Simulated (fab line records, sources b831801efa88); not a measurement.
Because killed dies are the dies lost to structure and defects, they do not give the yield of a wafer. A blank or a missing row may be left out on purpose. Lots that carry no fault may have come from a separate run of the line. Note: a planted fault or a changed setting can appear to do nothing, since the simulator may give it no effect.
fab line records + flow sky130
record:
- lots: 6
- wafers: 18
- last_day: 49
route steps=708 shown CAPM@538 PAD_OPEN@708
lots that met no fault: taken from a fault-free run of the same line
start_h: start of the lot's first displayed wafer, in hours after the record's first day + wait_h: hours elapsed since this lot's preceding step + " the same as in the row above + L1.1+2: a single row standing in for several wafers + - no value, or no start given + * or withheld: withheld + < > ~ a bound
route shown NAME@n: a module of which the file shows steps, and the number in the route of the first + usual: mean/standard deviation of fault-free wafers + same: alike in all rows + chamber/n: place in a boat + sites: the reading at each site + _std_site: standard deviation of those values + _edge_site: the outer-site mean with the inner-site mean subtracted + radius_mm: for every site, how far away it sits from the centre of the wafer + mask NAME#n: copy n + behind: tool/chamber where the wafer was last shaped + hold: the reason the lot was held/the length of the hold in hours/how it ended + device: the transistor (n, p or np) that didn't switch + end of line: tests run on the same wafers once the route is complete + step lacking rows: just its recipe + killed: the dies lost at the first sort to structure and to defects; this is not the yield of the wafer + map: per-die view of a wafer (x killed, . not killed, _ where there is no die)
set.NAME: setting as actually run; set.NAME@STEP: the setting as run at that earlier step + model.NAME: the simulator's own value behind a step, which no gauge read
lots at some steps of the route; a table a step, a row a wafer
services: a tool's chamber out of use, with start hour (start_h, from the record's first day; less than 0 if before it), hours out, and reason
== steps ==
step: SKY_CAPM_THK_MEAS_01
recipe:
- reads: SiO2_of_CAPM_CVD_00
usual:
- CAPM_CVD_00_THK: 15.45/0.22
| lot.wafer | tool          | chamber | start_h | wait_h | CAPM_CVD_00_THK[nm] |
|-----------|---------------|---------|---------|--------|---------------------|
| L805.1    | film_metro-03 | -       | 864.88  | -      | 15.12               |
| L805.2    | "             | -       | "       | "      | 15.18               |
| L805.5    | "             | -       | "       | "      | 15.56               |
| L810.1    | film_metro-01 | -       | 907.81  | -      | 15.30               |
| L810.2    | "             | -       | "       | "      | 15.34               |
| L810.4    | "             | -       | "       | "      | 15.80               |
| L812.2    | film_metro-01 | -       | 951.11  | -      | 15.24               |
| L812.3    | "             | -       | "       | "      | 15.24               |
| L812.6    | "             | -       | "       | "      | 15.69               |
| L817.1    | film_metro-03 | -       | 957.74  | -      | 15.41               |
| L817.2    | "             | -       | "       | "      | 15.13               |
| L817.6    | "             | -       | "       | "      | 15.35               |
| L819.2    | film_metro-03 | -       | 970.53  | -      | 15.47               |
| L819.5    | "             | -       | "       | "      | 15.72               |
| L819.6    | "             | -       | "       | "      | 15.75               |
| L822.3    | film_metro-03 | -       | 987.69  | -      | 15.49               |
| L822.5    | "             | -       | "       | "      | 15.85               |
| L822.6    | "             | -       | "       | "      | 15.84               |
step: SKY_CAPM_SPUTTER_02
recipe:
- material: TiN
- target_thk_nm: 200
- temp_c: 300
- power_w: 6500
- time_s: 166.7
- chamber_pressure_pa: 0.4
usual:
- susceptor_temp_C: 300.03/0.19
- throttle_valve_pct: 29.7/0.78
| lot.wafer | tool           | chamber | start_h | wait_h | susceptor_temp_C | throttle_valve_pct |
|-----------|----------------|---------|---------|--------|------------------|--------------------|
| L805.1    | pvd_sputter-04 | -       | 864.94  | 0.1    | 300.10           | 28.7               |
| L805.2    | "              | -       | "       | "      | 300.19           | 30.4               |
| L805.5    | "              | -       | "       | "      | 300.37           | 30.3               |
| L810.1    | pvd_sputter-02 | -       | 907.87  | 0.1    | 299.94           | 28.5               |
| L810.2    | "              | -       | "       | "      | 300.24           | 30.5               |
| L810.4    | "              | -       | "       | "      | 300.27           | 30.2               |
| L812.2    | pvd_sputter-04 | -       | 951.16  | 0.0    | 300.21           | 30.5               |
| L812.3    | "              | -       | "       | "      | 300.11           | 28.6               |
| L812.6    | "              | -       | "       | "      | 299.63           | 28.5               |
| L817.1    | pvd_sputter-04 | -       | 957.80  | 0.1    | 300.32           | 28.8               |
| L817.2    | "              | -       | "       | "      | 300.03           | 30.3               |
| L817.6    | "              | -       | "       | "      | 299.98           | 28.8               |
| L819.2    | pvd_sputter-04 | -       | 970.58  | 0.0    | 299.83           | 30.4               |
| L819.5    | "              | -       | "       | "      | 299.92           | 29.9               |
| L819.6    | "              | -       | "       | "      | 299.93           | 30.3               |
| L822.3    | pvd_sputter-02 | -       | 987.73  | 0.0    | 299.85           | 28.9               |
| L822.5    | "              | -       | "       | "      | 300.11           | 30.2               |
| L822.6    | "              | -       | "       | "      | 300.04           | 30.2               |
step: SKY_CAPM_RS_MEAS_03
recipe:
- thk_meas_gauge: four-point-probe
- reads: TiN_of_CAPM_SPUTTER_02
usual:
- CAPM_TIN_RS: 6.93/0.068
| lot.wafer | tool          | chamber | start_h | wait_h | CAPM_TIN_RS[ohm/sq] |
|-----------|---------------|---------|---------|--------|---------------------|
| L805.1    | film_metro-02 | -       | 865.05  | 0.1    | 6.80                |
| L805.2    | "             | -       | "       | "      | 6.90                |
| L805.5    | "             | -       | "       | "      | 6.89                |
| L810.1    | film_metro-02 | -       | 907.98  | 0.1    | 6.85                |
| L810.2    | "             | -       | "       | "      | 7.00                |
| L810.4    | "             | -       | "       | "      | 6.83                |
| L812.2    | film_metro-03 | -       | 951.29  | 0.1    | 6.86                |
| L812.3    | "             | -       | "       | "      | 6.78                |
| L812.6    | "             | -       | "       | "      | 6.86                |
| L817.1    | film_metro-02 | -       | 957.91  | 0.1    | 6.91                |
| L817.2    | "             | -       | "       | "      | 6.98                |
| L817.6    | "             | -       | "       | "      | 6.89                |
| L819.2    | film_metro-01 | -       | 970.71  | 0.1    | 7.02                |
| L819.5    | "             | -       | "       | "      | 6.91                |
| L819.6    | "             | -       | "       | "      | 6.98                |
| L822.3    | film_metro-02 | -       | 987.88  | 0.1    | 6.83                |
| L822.5    | "             | -       | "       | "      | 6.86                |
| L822.6    | "             | -       | "       | "      | 6.95                |
step: SKY_CAPM_THK_MEAS_04
recipe:
- thk_meas_gauge: xrf
- reads: TiN_of_CAPM_SPUTTER_02
usual:
- CAPM_TIN_THK: 199.7/2
| lot.wafer | tool          | chamber | start_h | wait_h | CAPM_TIN_THK[nm] |
|-----------|---------------|---------|---------|--------|------------------|
| L805.1    | film_metro-02 | -       | 865.17  | 0.1    | 203.6            |
| L805.2    | "             | -       | "       | "      | 200.9            |
| L805.5    | "             | -       | "       | "      | 200.6            |
| L810.1    | film_metro-02 | -       | 908.10  | 0.1    | 200.5            |
| L810.2    | "             | -       | "       | "      | 197.2            |
| L810.4    | "             | -       | "       | "      | 201.3            |
| L812.2    | film_metro-03 | -       | 951.40  | 0.1    | 201.8            |
| L812.3    | "             | -       | "       | "      | 203.8            |
| L812.6    | "             | -       | "       | "      | 203.3            |
| L817.1    | film_metro-02 | -       | 958.03  | 0.1    | 199.8            |
| L817.2    | "             | -       | "       | "      | 198.1            |
| L817.6    | "             | -       | "       | "      | 199.9            |
| L819.2    | film_metro-01 | -       | 970.82  | 0.1    | 197.2            |
| L819.5    | "             | -       | "       | "      | 200.2            |
| L819.6    | "             | -       | "       | "      | 199.4            |
| L822.3    | film_metro-02 | -       | 987.98  | 0.1    | 201.2            |
| L822.5    | "             | -       | "       | "      | 200.9            |
| L822.6    | "             | -       | "       | "      | 198.9            |
step: SKY_CAPM_DEHYDRATE_05
recipe:
- temp_c: 200
- time_s: 60
step: SKY_CAPM_HMDS_06
recipe:
- prime_time_s: 60
- prime_temp_c: 120
step: SKY_CAPM_COAT_07
recipe:
- resist: NOVOLAK
- spin_rpm: 3000
- resist_thk_nm: 1140
step: SKY_CAPM_SOFTBAKE_08
recipe:
- temp_c: 90
- time_s: 60
- resist: NOVOLAK
step: SKY_CAPM_EXPOSE_09
recipe:
- mask_id: CAPM
- na: 0.6
- source_shape: conventional
- sigma_outer: 0.6
- polarization: unpolarized
- target_cd_nm: 1000
- dose_mj: 159
step: SKY_CAPM_PEB_10
recipe:
- temp_c: withheld
- time_s: *
- resist: NOVOLAK
step: SKY_CAPM_DEVELOP_11
recipe:
- resist: NOVOLAK
- developer: TMAH
- develop_time_s: 60
- dev_temp_c: 23
step: SKY_CAPM_OVL_MEAS_12
usual:
- CAPM_OVL: -1.5/1
| lot.wafer | tool       | chamber | start_h | wait_h | CAPM_OVL[nm] |
|-----------|------------|---------|---------|--------|--------------|
| L805.1    | overlay-01 | -       | 890.71  | 0.1    | -0.3         |
| L805.2    | "          | -       | "       | "      | -0.4         |
| L805.5    | "          | -       | "       | "      | 0.5          |
| L810.1    | overlay-02 | -       | 933.61  | 0.1    | -1.6         |
| L810.2    | "          | -       | "       | "      | -2.7         |
| L810.4    | "          | -       | "       | "      | -2.0         |
| L812.2    | overlay-01 | -       | 974.84  | 0.1    | -3.0         |
| L812.3    | "          | -       | "       | "      | -3.1         |
| L812.6    | "          | -       | "       | "      | -2.7         |
| L817.1    | overlay-01 | -       | 981.19  | 0.1    | -2.6         |
| L817.2    | "          | -       | "       | "      | -3.4         |
| L817.6    | "          | -       | "       | "      | -2.9         |
| L819.2    | overlay-02 | -       | 994.06  | 0.1    | -1.1         |
| L819.5    | "          | -       | "       | "      | -1.3         |
| L819.6    | "          | -       | "       | "      | -1.2         |
| L822.3    | overlay-01 | -       | 1011.47 | 0.1    | -1.8         |
| L822.5    | "          | -       | "       | "      | -1.4         |
| L822.6    | "          | -       | "       | "      | -0.3         |
step: SKY_CAPM_METAL_ETCH_13
recipe:
- target_depth_nm: 220
- stop_on: SiO2
- chemistry: Cl2/BCl3
- target: TiN
- pressure_mtorr: 10
- icp_w: 900
- bias_w: 48.5
- Cl2_flow_sccm: 60
- bcl3_flow_sccm: 30
- time_s: 62.9
usual:
- bcl3_flow_sccm: 29.99/0.085
- chamber_pressure_mTorr: 9.998/0.008
- drypump_motor_current_A: 6.1/0.39
- oes_product_au: 0.939/0.0067
- run_length_s: 91.2/0.83
- throttle_valve_pct: 21.903/0.0083
| lot.wafer | tool         | chamber | start_h | wait_h | bcl3_flow_sccm | chamber_pressure_mTorr | drypump_motor_current_A | oes_product_au | rf_hours_counter_h | run_length_s | throttle_valve_pct | model.NOVOLAK_of_CAPM_COAT_07.thk_nm | model.CAPM.feature_depth_nm | model.etch.depth_nm |
|-----------|--------------|---------|---------|--------|----------------|------------------------|-------------------------|----------------|--------------------|--------------|--------------------|--------------------------------------|-----------------------------|---------------------|
| L805.1    | rie_metal-01 | 1       | 890.74  | 0.0    | 30.12          | 9.996                  | 6.4                     | 0.948          | 11                 | 90.9         | 21.906             | 1000                                 | 202.3                       | 202.3               |
| L805.2    | "            | 0       | "       | "      | 29.97          | 9.997                  | 6.2                     | 0.929          | 15                 | 90.8         | 21.902             | 996.5                                | 199.2                       | 199.2               |
| L805.5    | "            | 1       | "       | "      | 30.10          | 9.998                  | 6.4                     | 0.941          | -                  | 91.1         | 21.901             | 996                                  | 199.9                       | 199.9               |
| L810.1    | rie_metal-02 | 1       | 933.65  | 0.0    | 30.04          | 9.998                  | 5.8                     | 0.937          | 3                  | 91.2         | 21.904             | 989.4                                | 200.8                       | 200.8               |
| L810.2    | "            | 0       | "       | "      | 30.10          | 9.997                  | 6.1                     | 0.929          | 14                 | 91.0         | 21.912             | 990.6                                | 197.2                       | 197.2               |
| L810.4    | "            | 1       | "       | "      | 29.89          | 9.996                  | 5.7                     | 0.942          | -                  | 91.2         | 21.906             | 992.4                                | 201.8                       | 201.8               |
| L812.2    | rie_metal-02 | 0       | 974.87  | 0.0    | 30.01          | 9.990                  | 6.0                     | 0.943          | 15                 | 90.8         | 21.896             | 996.5                                | 201.5                       | 201.5               |
| L812.3    | "            | 1       | "       | "      | 29.89          | 9.982                  | 5.7                     | 1.021          | -                  | 82.2         | 21.849             | 1011                                 | 194.9                       | 194.9               |
| L812.6    | "            | 1       | "       | "      | 30.01          | 9.977                  | 5.7                     | 1.020          | -                  | 82.3         | 21.853             | 1011                                 | 193.9                       | 193.9               |
| L817.1    | rie_metal-02 | 0       | 981.22  | 0.0    | 29.93          | 10.000                 | 6.1                     | 0.942          | 16                 | 90.9         | 21.893             | 999.3                                | 199.1                       | 199.1               |
| L817.2    | "            | 1       | "       | "      | 29.91          | 10.008                 | 5.7                     | 1.019          | 5                  | 82.4         | 21.853             | 1011                                 | 193                         | 193                 |
| L817.6    | "            | 1       | "       | "      | 30.03          | 9.989                  | 5.7                     | 1.010          | -                  | 82.4         | 21.846             | 1015                                 | 191.7                       | 191.7               |
| L819.2    | rie_metal-01 | 1       | 994.09  | 0.0    | 29.93          | 9.999                  | 6.4                     | 0.930          | 16                 | 90.8         | 21.900             | 991.2                                | 197.1                       | 197.1               |
| L819.5    | "            | 0       | "       | "      | 29.87          | 10.009                 | 6.3                     | 0.936          | -                  | 90.5         | 21.901             | 993.5                                | 200.3                       | 200.3               |
| L819.6    | "            | 1       | "       | "      | 29.92          | 10.004                 | 6.4                     | 0.940          | -                  | 90.9         | 21.916             | 992.2                                | 198.9                       | 198.9               |
| L822.3    | rie_metal-01 | 0       | 1011.52 | 0.0    | 29.96          | 10.000                 | 6.3                     | 0.949          | -                  | 90.7         | 21.891             | 1005                                 | 201.6                       | 201.6               |
| L822.5    | "            | 0       | "       | "      | 29.95          | 10.004                 | 6.2                     | 0.948          | -                  | 90.5         | 21.895             | 1004                                 | 201.2                       | 201.2               |
| L822.6    | "            | 1       | "       | "      | 29.95          | 9.999                  | 6.4                     | 0.928          | -                  | 90.9         | 21.909             | 1002                                 | 198.7                       | 198.7               |
step: SKY_CAPM_STRIP_14
recipe:
- chemistry: O2/N2
- power_w: 1400
- pressure_mtorr: 1500
- platen_temp_c: withheld
- o2_flow_sccm: 3000
- n2_flow_sccm: 300
- overash_fraction: 0.5
usual:
- chamber_pressure_mTorr: 1500.1/1.4
- drypump_motor_current_A: 5.8/0.44
- oes_product_au: 0.711/0.0045
- strip_time_to_endpoint_s: 12.66/0.048
| lot.wafer | tool            | chamber | start_h | wait_h | chamber_pressure_mTorr | drypump_motor_current_A | oes_product_au | rf_hours_counter_h | strip_time_to_endpoint_s |
|-----------|-----------------|---------|---------|--------|------------------------|-------------------------|----------------|--------------------|--------------------------|
| L805.1    | plasma_asher-01 | 1       | 890.82  | 0.1    | 1499.3                 | 5.1                     | 0.713          | 81                 | 12.75                    |
| L805.2    | "               | 0       | "       | "      | 1498.8                 | 6.2                     | 0.711          | 81                 | 12.67                    |
| L805.5    | "               | 0       | "       | "      | 1500.0                 | 6.2                     | 0.712          | -                  | 12.69                    |
| L810.1    | plasma_asher-01 | 0       | 933.72  | 0.1    | 1498.5                 | 6.2                     | 0.712          | 85                 | 12.63                    |
| L810.2    | "               | 1       | "       | "      | 1499.3                 | 5.1                     | 0.716          | 85                 | 12.63                    |
| L810.4    | "               | 0       | "       | "      | 1503.4                 | 6.1                     | 0.717          | -                  | 12.64                    |
| L812.2    | plasma_asher-01 | 0       | 974.95  | 0.1    | 1500.8                 | 6.1                     | 0.712          | 89                 | 12.70                    |
| L812.3    | "               | 0       | "       | "      | 1502.7                 | 6.2                     | 0.704          | -                  | 12.80                    |
| L812.6    | "               | 0       | "       | "      | 1499.4                 | 6.1                     | 0.713          | -                  | 12.79                    |
| L817.1    | plasma_asher-02 | 1       | 981.30  | 0.1    | 1499.1                 | 6.2                     | 0.714          | 113                | 12.71                    |
| L817.2    | "               | 0       | "       | "      | 1500.2                 | 5.5                     | 0.712          | 113                | 12.78                    |
| L817.6    | "               | 0       | "       | "      | 1498.8                 | 5.5                     | 0.710          | -                  | 12.82                    |
| L819.2    | plasma_asher-03 | 0       | 994.17  | 0.1    | 1499.3                 | 5.4                     | 0.714          | 23                 | 12.62                    |
| L819.5    | "               | 1       | "       | "      | 1500.9                 | 6.1                     | 0.714          | -                  | 12.65                    |
| L819.6    | "               | 0       | "       | "      | 1499.9                 | 5.4                     | 0.706          | -                  | 12.66                    |
| L822.3    | plasma_asher-02 | 1       | 1011.60 | 0.1    | 1501.4                 | 6.2                     | 0.709          | -                  | 12.79                    |
| L822.5    | "               | 0       | "       | "      | 1499.6                 | 5.5                     | 0.708          | -                  | 12.77                    |
| L822.6    | "               | 1       | "       | "      | 1499.2                 | 6.2                     | 0.712          | -                  | 12.76                    |
step: SKY_CAPM_STRIP_15
recipe:
- chemistry: post_etch_residue_remover
- time_s: 1200
- temp_c: 72.5
step: SKY_PAD_OPEN_PROBE_99
usual:
- defect_limited_yield: 82.5/1.8
- killed_at_M0_to_M3: 43/6.5
- killed_at_M4_up: 3/1.7
- killed_at_contacts: 25/5.1
- killed_at_front_end: 15/3.8
- killed_at_other: 0.2/0.45
- killed_dies: 86/8.8
- killed_open: 47/6.7
- killed_short: 39/6
same:
- gross_dies: 492
- killed_at_back_side: 0
| lot.wafer | tool      | chamber | start_h | wait_h | defect_limited_yield[%] | killed_at_M0_to_M3 | killed_at_M4_up | killed_at_contacts | killed_at_front_end | killed_at_other | killed_dies | killed_open | killed_short | model.etest.met3.line_ohm_um | model.etest.via3_chain.rc_ohm | model.etest.tester.sort_n_pass | model.etest.met3.rs_ohm_sq | model.etest.tester.sort_yield_pct | model.etest.tester.sort_bin_4_pct | model.etest.met3.rs_ohm_sq_rim_less_centre | model.etest.field_n.under_floor |
|-----------|-----------|---------|---------|--------|-------------------------|--------------------|-----------------|--------------------|---------------------|-----------------|-------------|-------------|--------------|------------------------------|-------------------------------|--------------------------------|----------------------------|-----------------------------------|-----------------------------------|--------------------------------------------|---------------------------------|
| L805.1    | prober-02 | -       | 1088.36 | 0.1    | 83.3                    | 50                 | 3               | 18                 | 11                  | 0               | 82          | 40          | 42           | 0.1401                       | 9.648                         | 410                            | 0.04176                    | 83.33                             | 0                                 | -0.0005679                                 | 0                               |
| L805.2    | prober-02 | -       | 1088.41 | 0.1    | 82.7                    | 50                 | 2               | 20                 | 12                  | 1               | 85          | 44          | 41           | 0.1422                       | 9.278                         | 407                            | 0.04169                    | 82.72                             | 0                                 | 0.0005462                                  | 0                               |
| L805.5    | prober-02 | -       | 1088.56 | 0.2    | 82.7                    | 47                 | 2               | 22                 | 14                  | 0               | 85          | 47          | 38           | 0.1383                       | 9.263                         | 407                            | 0.04161                    | 82.72                             | 0                                 | -0.0002246                                 | 0                               |
| L810.1    | prober-01 | -       | 1124.25 | 0.1    | 79.3                    | 61                 | 3               | 18                 | 19                  | 1               | 102         | 55          | 47           | 0.1431                       | 9.14                          | 390                            | 0.04271                    | 79.27                             | 0                                 | -0.0007068                                 | 0                               |
| L810.2    | prober-01 | -       | 1124.30 | 0.1    | 84.1                    | 35                 | 3               | 23                 | 16                  | 1               | 78          | 42          | 36           | 0.146                        | 8.533                         | 414                            | 0.04267                    | 84.15                             | 0                                 | -0.0007985                                 | 0                               |
| L810.4    | prober-01 | -       | 1124.40 | 0.2    | 82.1                    | 40                 | 2               | 30                 | 16                  | 0               | 88          | 44          | 44           | 0.1417                       | 9.427                         | 404                            | 0.04196                    | 82.11                             | 0                                 | -0.000179                                  | 0                               |
| L812.2    | prober-02 | -       | 1155.21 | 0.1    | 79.7                    | 53                 | 5               | 25                 | 17                  | 0               | 100         | 54          | 46           | 0.1516                       | 9.457                         | 392                            | 0.04374                    | 79.67                             | 0                                 | 0.0002735                                  | 0                               |
| L812.3    | prober-02 | -       | 1155.26 | 0.2    | 83.3                    | 38                 | 5               | 20                 | 19                  | 0               | 82          | 43          | 39           | 465.5                        | 343.8                         | 0                              | 136.6                      | 0                                 | 83.33                             | -15.98                                     | 1                               |
| L812.6    | prober-02 | -       | 1155.41 | 0.2    | 81.5                    | 50                 | 1               | 27                 | 13                  | 0               | 91          | 52          | 39           | 498.3                        | 381.7                         | 0                              | 150.3                      | 0                                 | 81.5                              | -90.86                                     | 1                               |
| L817.1    | prober-02 | -       | 1161.17 | 0.1    | 81.7                    | 47                 | 3               | 29                 | 11                  | 0               | 90          | 44          | 46           | 0.1378                       | 10.39                         | 402                            | 0.04241                    | 81.71                             | 0                                 | 0.0001933                                  | 0                               |
| L817.2    | prober-02 | -       | 1161.22 | 0.1    | 80.7                    | 49                 | 3               | 26                 | 17                  | 0               | 95          | 54          | 41           | 777.1                        | 608.9                         | 0                              | 240.6                      | 0                                 | 80.69                             | -68.1                                      | 1                               |
| L817.6    | prober-02 | -       | 1161.42 | 0.2    | 81.5                    | 54                 | 3               | 21                 | 13                  | 0               | 91          | 50          | 41           | 474.9                        | 362.5                         | 0                              | 147                        | 0                                 | 81.5                              | -48.06                                     | 1                               |
| L819.2    | prober-02 | -       | 1169.74 | 0.1    | 79.7                    | 49                 | 4               | 31                 | 16                  | 0               | 100         | 45          | 55           | 0.1387                       | 9.668                         | 392                            | 0.04225                    | 79.67                             | 0                                 | -0.0003657                                 | 0                               |
| L819.5    | prober-02 | -       | 1169.89 | 0.2    | 81.3                    | 42                 | 3               | 30                 | 17                  | 0               | 92          | 49          | 43           | 0.1381                       | 9.724                         | 400                            | 0.0425                     | 81.3                              | 0                                 | 0.0009696                                  | 0                               |
| L819.6    | prober-02 | -       | 1169.94 | 0.2    | 82.3                    | 42                 | 7               | 23                 | 15                  | 0               | 87          | 44          | 43           | 0.1434                       | 10.11                         | 405                            | 0.04299                    | 82.32                             | 0                                 | -0.0005436                                 | 0                               |
| L822.3    | prober-01 | -       | 1184.58 | 0.2    | 79.3                    | 49                 | 0               | 36                 | 17                  | 0               | 102         | 56          | 46           | 0.1418                       | 10.36                         | 390                            | 0.04278                    | 79.27                             | 0                                 | -4.529e-05                                 | 0                               |
| L822.5    | prober-01 | -       | 1184.68 | 0.2    | 82.5                    | 40                 | 2               | 31                 | 13                  | 0               | 86          | 48          | 38           | 0.1426                       | 9.404                         | 406                            | 0.04241                    | 82.52                             | 0                                 | 0.0008206                                  | 0                               |
| L822.6    | prober-01 | -       | 1184.73 | 0.2    | 84.1                    | 37                 | 4               | 22                 | 15                  | 0               | 78          | 38          | 40           | 0.1392                       | 9.792                         | 414                            | 0.04283                    | 84.15                             | 0                                 | 0.0007669                                  | 0                               |
killed by level:class
L805.1 METAL1:geometric_particle:short=11 VIA3:geometric_particle:open=10 CONTACT:geometric_particle:open=7 LI_CONTACT:geometric_particle:open=5 VIA1:geometric_particle:open=5 VIA1:geometric_particle:short=5 METAL2:geometric_particle:short=5 FIELD_ISO:geometric_particle:short=4
L805.2 VIA1:geometric_particle:open=10 VIA3:geometric_particle:open=10 LI_CONTACT:geometric_particle:open=7 CONTACT:geometric_particle:open=7 VIA3:geometric_particle:short=7 METAL1:geometric_particle:short=5 VIA2:geometric_particle:open=4 LOCAL_INTERCONNECT:geometric_particle:short=4
L805.5 VIA1:geometric_particle:open=13 CONTACT:geometric_particle:open=11 VIA3:geometric_particle:open=11 FIELD_ISO:geometric_particle:short=5 METAL2:geometric_particle:short=5 VIA1:geometric_particle:short=4 METAL3:geometric_particle:short=4 FIELD_ISO:geometric_particle:open=3
L810.1 VIA1:geometric_particle:open=11 VIA3:geometric_particle:open=11 METAL1:geometric_particle:short=8 LI_CONTACT:geometric_particle:open=7 VIA1:geometric_particle:short=7 CONTACT:geometric_particle:open=6 FIELD_ISO:geometric_particle:open=5 FIELD_ISO:geometric_particle:short=5
L810.2 LI_CONTACT:geometric_particle:open=10 VIA1:geometric_particle:open=8 CONTACT:geometric_particle:open=6 POLY_GATE:geometric_particle:open=5 VIA3:geometric_particle:open=5 LOCAL_INTERCONNECT:geometric_particle:short=4 METAL2:geometric_particle:short=4 VIA3:geometric_particle:short=4
L810.4 CONTACT:geometric_particle:open=11 CONTACT:geometric_particle:short=7 VIA1:geometric_particle:open=7 VIA2:geometric_particle:open=6 VIA3:geometric_particle:short=6 LI_CONTACT:geometric_particle:open=5 LOCAL_INTERCONNECT:geometric_particle:short=5 FIELD_ISO:geometric_particle:short=4
L812.2 VIA1:geometric_particle:open=12 VIA3:geometric_particle:open=9 CONTACT:geometric_particle:open=8 VIA2:geometric_particle:open=7 METAL2:geometric_particle:short=6 FIELD_ISO:geometric_particle:short=5 LI_CONTACT:geometric_particle:open=5 LOCAL_INTERCONNECT:geometric_particle:short=5
L812.3 VIA1:geometric_particle:open=10 CONTACT:geometric_particle:open=9 METAL1:geometric_particle:short=9 LI_CONTACT:geometric_particle:open=6 METAL2:geometric_particle:short=6 METAL4:geometric_particle:short=5 POLY_GATE:geometric_particle:open=4 VIA2:geometric_particle:open=4
L812.6 VIA1:geometric_particle:open=14 LI_CONTACT:geometric_particle:open=8 VIA3:geometric_particle:open=8 LOCAL_INTERCONNECT:geometric_particle:short=6 CONTACT:geometric_particle:open=6 VIA3:geometric_particle:short=6 METAL1:geometric_particle:short=5 METAL2:geometric_particle:short=5
L817.1 VIA1:geometric_particle:open=9 METAL2:geometric_particle:short=9 LI_CONTACT:geometric_particle:open=8 CONTACT:geometric_particle:open=7 VIA3:geometric_particle:open=5 METAL1:geometric_particle:short=5 VIA1:geometric_particle:short=5 VIA3:geometric_particle:short=5
L817.2 VIA1:geometric_particle:open=12 LI_CONTACT:geometric_particle:open=8 VIA2:geometric_particle:open=8 CONTACT:geometric_particle:open=7 METAL2:geometric_particle:short=7 CONTACT:geometric_particle:short=6 VIA3:geometric_particle:open=5 POLY_GATE:geometric_particle:open=4
L817.6 VIA1:geometric_particle:open=14 VIA3:geometric_particle:open=8 LI_CONTACT:geometric_particle:open=7 CONTACT:geometric_particle:open=7 VIA1:geometric_particle:short=6 VIA2:geometric_particle:short=6 METAL1:geometric_particle:short=5 METAL2:geometric_particle:short=5
L819.2 CONTACT:geometric_particle:open=9 METAL2:geometric_particle:short=9 LOCAL_INTERCONNECT:geometric_particle:short=8 VIA1:geometric_particle:open=8 VIA2:geometric_particle:short=7 VIA2:geometric_particle:open=6 FIELD_ISO:geometric_particle:short=5 LI_CONTACT:geometric_particle:open=5
L819.5 VIA1:geometric_particle:open=9 CONTACT:geometric_particle:open=8 FIELD_ISO:geometric_particle:open=7 LI_CONTACT:geometric_particle:open=7 VIA3:geometric_particle:open=7 CONTACT:geometric_particle:short=6 METAL2:geometric_particle:short=6 LOCAL_INTERCONNECT:geometric_particle:short=5
L819.6 CONTACT:geometric_particle:open=9 VIA1:geometric_particle:open=9 VIA3:geometric_particle:open=7 LI_CONTACT:geometric_particle:short=5 METAL2:geometric_particle:short=5 METAL3:geometric_particle:short=5 METAL4:geometric_particle:short=5 POLY_GATE:geometric_particle:short=4
L822.3 LI_CONTACT:geometric_particle:open=12 VIA3:geometric_particle:open=12 VIA1:geometric_particle:open=11 METAL1:geometric_particle:short=7 CONTACT:geometric_particle:short=7 CONTACT:geometric_particle:open=7 LOCAL_INTERCONNECT:geometric_particle:short=6 FIELD_ISO:geometric_particle:open=5
L822.5 CONTACT:geometric_particle:open=13 LI_CONTACT:geometric_particle:open=10 METAL2:geometric_particle:short=8 VIA1:geometric_particle:open=6 VIA2:geometric_particle:open=5 VIA3:geometric_particle:short=5 VIA3:geometric_particle:open=5 POLY_GATE:geometric_particle:short=4
L822.6 VIA1:geometric_particle:open=12 CONTACT:geometric_particle:open=8 METAL1:geometric_particle:short=8 FIELD_ISO:geometric_particle:short=6 LI_CONTACT:geometric_particle:open=5 LOCAL_INTERCONNECT:geometric_particle:short=5 VIA1:geometric_particle:short=5 FIELD_ISO:geometric_particle:open=3
== services ==
| tool            | chamber | start_h | hours | kind                   |
|-----------------|---------|---------|-------|------------------------|
| plasma_asher-03 | -       | 845.49  | 1.2   | repair                 |
| plasma_asher-02 | -       | 868.54  | 19.5  | repair                 |
| pvd_sputter-02  | 0       | 880.24  | -     | consumable_replace:kit |
| pvd_sputter-02  | 0       | 880.24  | 18.0  | scheduled_down         |
| pvd_sputter-02  | 0       | 880.24  | 18.0  | vent_cycle             |
| rie_metal-02    | 1       | 923.38  | 7.8   | repair                 |
| rie_metal-02    | 1       | 942.95  | 4.0   | repair                 |
| plasma_asher-03 | -       | 951.72  | 15.6  | pm                     |
| plasma_asher-01 | -       | 960.62  | 4.3   | pm                     |
| pvd_sputter-04  | -       | 963.24  | 1.5   | repair                 |
| pvd_sputter-04  | 1       | 1004.12 | -     | consumable_replace:kit |
| pvd_sputter-04  | 1       | 1004.12 | 18.0  | scheduled_down         |
| pvd_sputter-04  | 1       | 1004.12 | 18.0  | vent_cycle             |
| pvd_sputter-02  | -       | 1011.12 | 0.8   | repair                 |
== key ==
first_sign:
- step: SKY_CAPM_METAL_ETCH_13
- reading: oes_product_au
- direction: up
- sigmas: 12
- usual: 0.939
- struck: 1.018
effect:
- step: SKY_CAPM_METAL_ETCH_13
- reading: run_length_s
- direction: down
- sigmas: 11
- usual: *
- struck: *
effect:
- step: SKY_CAPM_STRIP_14
- reading: strip_time_to_endpoint_s
- direction: up
- sigmas: 3
- usual: *
- struck: *
model_effect:
- step: SKY_CAPM_METAL_ETCH_13
- value: NOVOLAK_of_CAPM_COAT_07.thk_nm
- without: 990.4
- struck: 1012
model_effect:
- step: SKY_PAD_OPEN_PROBE_99
- value: etest.met3.line_ohm_um
- without: 0.143
- struck: 553.9
met_at SKY_CAPM_METAL_ETCH_13
struck_wafers L812.3,L812.6,L817.2,L817.6
onset_between 933.65 974.87
fault:
- kind: process_parameter_drift
- tool: rie_metal-02
- chamber: 1
- onset_h: 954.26
- steps: SKY_CAPM_METAL_ETCH_13
- channel: time_s
- offset: *
- shape: step
- end_h: 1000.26
- acts_in: *
- stated: *
